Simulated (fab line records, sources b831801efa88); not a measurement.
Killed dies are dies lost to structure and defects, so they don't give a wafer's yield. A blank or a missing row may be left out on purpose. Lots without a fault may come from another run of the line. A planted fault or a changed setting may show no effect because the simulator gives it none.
Chamber matching | flow sky130 | SKY_VIA2_CMP_24 on cmp-01: 4 sister chambers
The step polishes, stops on SiO2, t overpolish 20 s, target thk 0 nm. 4 wafers are shown with their chamber, then 11 later ones without.

WAFERS WITH THEIR CHAMBER
wafer  | chamber | motor_current_A (A)
L181.3 | 3       | 9.6
L188.1 | 0       | 12.9
L188.4 | 1       | 9.9
L190.2 | 2       | 11.1

WAFERS WITHOUT THEIR CHAMBER
wafer  | motor_current_A (A)
L190.3 | 12.1
L190.6 | 10.3
L192.2 | 10.4
L192.3 | 12.3
L192.6 | 12.3
L193.1 | 10.5
L193.3 | 12.1
L193.5 | 9.5
L194.2 | 9.5
L194.3 | 12.5
L194.5 | 10.4

WHICH CHAMBER EACH WENT THROUGH
wafer  | from the rows above          | in truth
L190.3 | can't be placed: 0 or 2      | 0
L190.6 | can't be placed: 1 or 3 or 2 | 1
L192.2 | can't be placed: 1 or 2 or 3 | 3
L192.3 | can't be placed: 0 or 2      | 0
L192.6 | can't be placed: 0 or 2      | 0
L193.1 | can't be placed: 1 or 2 or 3 | 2
L193.3 | can't be placed: 0 or 2      | 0
L193.5 | can't be placed: 3 or 1      | 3
L194.2 | can't be placed: 3 or 1      | 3
L194.3 | can't be placed: 0 or 2      | 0
L194.5 | can't be placed: 1 or 2 or 3 | 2
Placed correctly: 0 of 11. Can't be placed from these rows: 11 (the true chamber is among the candidates in 11). Placed wrongly: 0.
How it was worked out, from the rows above alone: a wafer's distance from a chamber is the root of the sum, over the readings, of the square of ((its reading less the chamber's mean) divided by the reading's scatter). The wafer belongs to the nearest chamber; if the next one is less than 2 further off, it can't be placed. A chamber's mean is the mean of its shown wafers. The scatter: with one shown wafer a chamber, the root of the mean of the squares of how far each hidden wafer lies from its nearest shown one.
